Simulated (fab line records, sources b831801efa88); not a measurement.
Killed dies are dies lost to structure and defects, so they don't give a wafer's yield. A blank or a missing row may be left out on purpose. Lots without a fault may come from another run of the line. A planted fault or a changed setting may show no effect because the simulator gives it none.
Problem report in the 8D (eight disciplines) form, filled by code | flow gf180mcu | the parts of the form that need people (team, actions taken, sign-off) are left out

1. THE PROBLEM
rf_fwd_power_W at GF_POLY_GATE_ETCH_13 reads a mean of 460.9 W on 6 wafers of 2 lots; wafers without a fault read 396.9 W with a standard deviation of 1.4. That is +46 standard deviations from the usual mean.
The step: etches poly-Si in HBr/Cl2, stops on SiO2, target depth 198.5 nm, time 69.6 s.
First seen on wafer L880.2, day 13 02:39, on rie_si-01. The record holds 30 wafers of 10 lots with a number at this step. Rule for "out", or "out of limits": more than 4 standard deviations from the usual mean. The other wafers with a number count as sound.

2. WHAT IT IS AND WHAT IT IS NOT
question                    | is                     | is not
which readings at this step | rf_fwd_power_W         | drypump_motor_current_A
which lots                  | L880, L881             | L867, L868, L869, L870, L871, L872, L883, L890
which wafers of those lots  | all that have a number | -
read on which tools         | rie_si-01              | rie_si-02
when                        | from day 13 02:39      | up to then (18 sound wafers); but 6 sound wafers of L883, L890 came after

3. SUSPECTS, AND WHAT RULES EACH OUT
Counting: a tool at a process step up to the reading stays a suspect if it ran every lot that is out and no sound lot after the first of them.
- rie_si-01 at GF_POLY_GATE_ETCH_13 (etches poly-Si in HBr/Cl2, stops on SiO2, target depth 198.5 nm, time 69.6 s): ruled out as a lasting fault. Sound lots L890 ran on it after its first lot that is out, L880 (day 13 02:39).
Left after counting: nothing in the record.

4. THE CAUSE (what the simulator had put in)
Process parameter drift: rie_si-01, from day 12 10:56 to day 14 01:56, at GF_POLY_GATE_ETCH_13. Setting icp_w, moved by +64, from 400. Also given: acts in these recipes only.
Counting ruled it out, wrongly.

5. THE CHAIN OF EFFECTS, in route order
Each row: a reading whose mean over the struck wafers that have a number lies more than 3 standard deviations from the usual. Only readings for which the record gives a usual standard deviation are gone through. hours: the time from each lot's start at the first step in this table that gives one to its start at this step, as a median over the lots. sigmas: the change in usual standard deviations.
hours | step                 | reading        | usual   | on struck wafers | change | sigmas
0     | GF_POLY_GATE_ETCH_13 | rf_fwd_power_W | 396.9 W | 460.9            | +64.1  | +46
The process steps in it:
- GF_POLY_GATE_ETCH_13: etches poly-Si in HBr/Cl2, stops on SiO2, target depth 198.5 nm, time 69.6 s.
Later measuring or inspecting steps at which every struck wafer that the step has a row for has a number for every such reading, and none has moved that far: GF_POLY_GATE_THK_MEAS_17.

6. WHAT WOULD HAVE CAUGHT IT SOONER
In this record the first reading out of limits was taken at day 13 02:39, 16 hours after the fault began at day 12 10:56.
